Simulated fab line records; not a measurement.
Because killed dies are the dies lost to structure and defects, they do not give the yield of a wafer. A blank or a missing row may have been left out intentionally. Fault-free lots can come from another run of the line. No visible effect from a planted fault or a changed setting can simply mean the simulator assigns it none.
A struck lot beside a sound one || flow sky130 || 43 steps out of a route of 708
Sound: these wafers, L189.2, L189.5, L189.6. Wafers struck: L195.3, L195.4, L195.5. The cause is given at the end.
For every step that has rows: the tool of each side, followed by ch and its chambers, followed by its first start. Under that, the readings that differ: sound wafers || struck wafers || difference of the means || sigmas: that difference in standard deviations of wafers without a fault.
alike: a reading whose means differ by less than 2 such deviations, as well as words and numbers matching on both sides. not compared: withheld readings; readings where some wafer has no value; bounds like >300 that might hide an equal value; numbers whose values overlap and for which the record gives no deviation.
The two part at a step that has a row with sigmas, a row that says differs or no value, or rows on one side only. When numbers do not overlap yet have no deviation, they are printed without sigmas and do not part them. Lack of a reading on every wafer of one side parts them only where that side has two or more wafers.

SKY_VIA2_CMP_02: polishes SiO2.
  sound on cmp-01 ch 1,2, day 37 22:32; struck on cmp-02 ch 0,2,3, day 38 21:28
  alike: motor_current_A
SKY_VIA2_BOW_MEAS_03:
  sound on film_metro-01 at day 37 22:52; struck on film_metro-03 at day 38 21:42
  alike: VIA2_BOW
then, 8 steps without rows for these wafers: SKY_VIA2_DEHYDRATE_04 (time 60 s); SKY_VIA2_HMDS_05 (prime time 60 s); SKY_VIA2_COAT_06 (resist thk 60 nm); SKY_VIA2_COAT_07 (resist thk 458.6 nm); SKY_VIA2_SOFTBAKE_08 (time 90 s); SKY_VIA2_EXPOSE_09 (exposes mask VIM2, target cd 200 nm); SKY_VIA2_PEB_10; SKY_VIA2_DEVELOP_11 (develop time 60 s).
SKY_VIA2_CD_MEAS_12 targets a cd of 200 nm.
  sound on cd_sem-01 at day 39 00:14; struck on cd_sem-02 at day 39 22:09
  alike: cd_nm
SKY_VIA2_OVL_MEAS_13:
  sound on overlay-02 at day 39 00:20; struck on overlay-01 at day 39 22:14
  alike: VIA2_OVL
SKY_VIA2_ETCH_14: etches BARC in N2/H2, stops on SiO2, time 45.9 s, target depth 60 nm.
  sound on rie_diel-03 ch 2,3, day 39 00:22; struck on rie_diel-01 ch 0,2, day 39 22:16
  alike: drypump_motor_current_A, oes_product_au, throttle_valve_pct
  not compared: rf_hours_counter_h
then, 7 steps without rows for these wafers: SKY_VIA2_ETCH_15 (etches SiO2 in C4F8/O2/Ar, stops on TiN, target depth 546 nm, time 84 s); SKY_VIA2_STRIP_16 (strips in O2/N2); SKY_VIA2_STRIP_17 (strips in post etch residue remover, time 1200 s); SKY_VIA2_CLEAN_18 (cleans in IPA, time 180 s); SKY_VIA2_CLEAN_19 (cleans in O3/DIW); SKY_VIA2_SPUTTER_20 (material TiN, target thk 20 nm, time 80 s); SKY_VIA2_CVD_21 (deposits W, target thk 420 nm, time 126.4 s).
SKY_VIA2_RS_MEAS_22: measures by four-point-probe.
  sound on film_metro-04 at day 39 01:16; struck on film_metro-03 at day 39 23:12
  alike: VIA2_W_RS
SKY_VIA2_THK_MEAS_23: measures by xrf.
  sound on film_metro-04 at day 39 01:23; struck on film_metro-03 at day 39 23:18
{"reading": "VIA2_W_THK (nm)", "sound": "416 413 417", "struck": "429 431 433", "difference": "+16", "sigmas": "+2"}
then, 1 step without rows for these wafers: SKY_VIA2_CMP_24 (polishes, stops on SiO2, t overpolish 20 s, target thk 0 nm).
SKY_METAL3_SPUTTER_00: material Ti, target thk 15 nm, time 10 s.
  sound on pvd_sputter-03 at day 39 01:44; struck on pvd_sputter-03 at day 39 23:38
  alike: throttle_valve_pct
SKY_METAL3_SPUTTER_01: material TiN, target thk 20 nm, time 16.7 s.
  sound on pvd_sputter-03 at day 39 01:46; struck on pvd_sputter-03 at day 39 23:40
  alike: throttle_valve_pct
then, 1 step without rows for these wafers: SKY_METAL3_SPUTTER_02 (material AlCu, target thk 735 nm, time 39.1 s).
SKY_METAL3_SPUTTER_03: material Ti, target thk 5 nm, time 3.3 s.
  sound on pvd_sputter-03 at day 39 01:49; struck on pvd_sputter-03 at day 39 23:44
  alike: throttle_valve_pct
then, 2 steps without rows for these wafers: SKY_METAL3_SPUTTER_04 (material TiN, target thk 70 nm, time 58.3 s); SKY_CAPM_CVD_00 (deposits SiO2, target thk 15.5 nm).
SKY_CAPM_THK_MEAS_01:
  sound on film_metro-03 at day 39 01:55; struck on film_metro-03 at day 39 23:50
  alike: CAPM_CVD_00_THK
SKY_CAPM_SPUTTER_02: material TiN, target thk 200 nm, time 166.7 s.
  sound on pvd_sputter-02 at day 39 01:58; struck on pvd_sputter-01 at day 39 23:53
  alike: throttle_valve_pct
SKY_CAPM_RS_MEAS_03: measures by four-point-probe.
  sound on film_metro-01 at day 39 02:06; struck on film_metro-02 at day 40 00:02
  alike: CAPM_TIN_RS
SKY_CAPM_THK_MEAS_04: measures by xrf.
  sound on film_metro-01 at day 39 02:13; struck on film_metro-02 at day 40 00:08
  alike: CAPM_TIN_THK
then, 7 steps without rows for these wafers: SKY_CAPM_DEHYDRATE_05 (time 60 s); SKY_CAPM_HMDS_06 (prime time 60 s); SKY_CAPM_COAT_07 (resist thk 1140 nm); SKY_CAPM_SOFTBAKE_08 (time 60 s); SKY_CAPM_EXPOSE_09 (exposes mask CAPM, target cd 1000 nm); SKY_CAPM_PEB_10; SKY_CAPM_DEVELOP_11 (develop time 60 s).
SKY_CAPM_OVL_MEAS_12:
  sound on overlay-01 at day 40 02:42; struck on overlay-01 at day 40 23:55
  alike: CAPM_OVL
then, 1 step without rows for these wafers: SKY_CAPM_METAL_ETCH_13 (etches TiN in Cl2/BCl3, stops on SiO2, target depth 220 nm, time 62.9 s).
-- the record jumps here: 8 days lie between the struck wafers' starts before and after (it left off in module CAPM and takes up again in module PAD_OPEN, whose first step shown is number 708 of the route) --
SKY_PAD_OPEN_PROBE_99:
  sound on prober-01 at day 48 01:10; struck on prober-01 at day 48 14:20
{"reading": "defect_limited_yield (%)", "sound": "82.9 84.1 85.2", "struck": "72.8 69.9 72.8", "difference": -12.2, "sigmas": -6}
{"reading": "killed_at_M0_to_M3", "sound": "49 46 45", "struck": "91 105 101", "difference": "+52", "sigmas": "+7"}
{"reading": "killed_at_M4_up", "sound": "4 0 0", "struck": "10 1 4", "difference": "+4", "sigmas": "+2"}
{"reading": "killed_dies", "sound": "84 78 73", "struck": "134 148 134", "difference": "+60", "sigmas": "+6"}
{"reading": "sort_bin_3_pad_short (%)", "sound": "0.4 1.0 0.8", "struck": "3.7 3.5 3.9", "difference": "+3.0", "sigmas": "+8"}
{"reading": "sort_bin_5_function (%)", "sound": "11.8 8.3 7.9", "struck": "18.1 19.9 18.5", "difference": "+9.5", "sigmas": "+7"}
{"reading": "sort_n_pass", "sound": "408 414 419", "struck": "358 344 358", "difference": -60, "sigmas": -6}
{"reading": "sort_yield_pct (%)", "sound": "82.9 84.1 85.2", "struck": "72.8 69.9 72.8", "difference": -12.2, "sigmas": -6}
{"reading": "model.etest.tester.sort_n_pass", "sound": "408 414 419", "struck": "358 344 358", "difference": -60, "sigmas": ""}
{"reading": "model.etest.tester.sort_yield_pct (%)", "sound": "82.93 84.15 85.16", "struck": "72.76 69.92 72.76", "difference": -12.27, "sigmas": ""}
{"reading": "model.etest.tester.sort_bin_5_pct (%)", "sound": "11.79 8.333 7.927", "struck": "18.09 19.92 18.5", "difference": "+9.49", "sigmas": ""}
{"reading": "model.etest.tester.sort_bin_3_pct (%)", "sound": "0.4065 1.016 0.813", "struck": "3.659 3.455 3.862", "difference": "+2.913", "sigmas": ""}
  alike: killed_at_contacts, killed_at_front_end, killed_at_other, killed_open, killed_short, sort_bin_6_memory

## WHERE THEY PART
At SKY_VIA2_THK_MEAS_23 first; at SKY_PAD_OPEN_PROBE_99 last (within this record only).

WHY: the cause the simulator had injected
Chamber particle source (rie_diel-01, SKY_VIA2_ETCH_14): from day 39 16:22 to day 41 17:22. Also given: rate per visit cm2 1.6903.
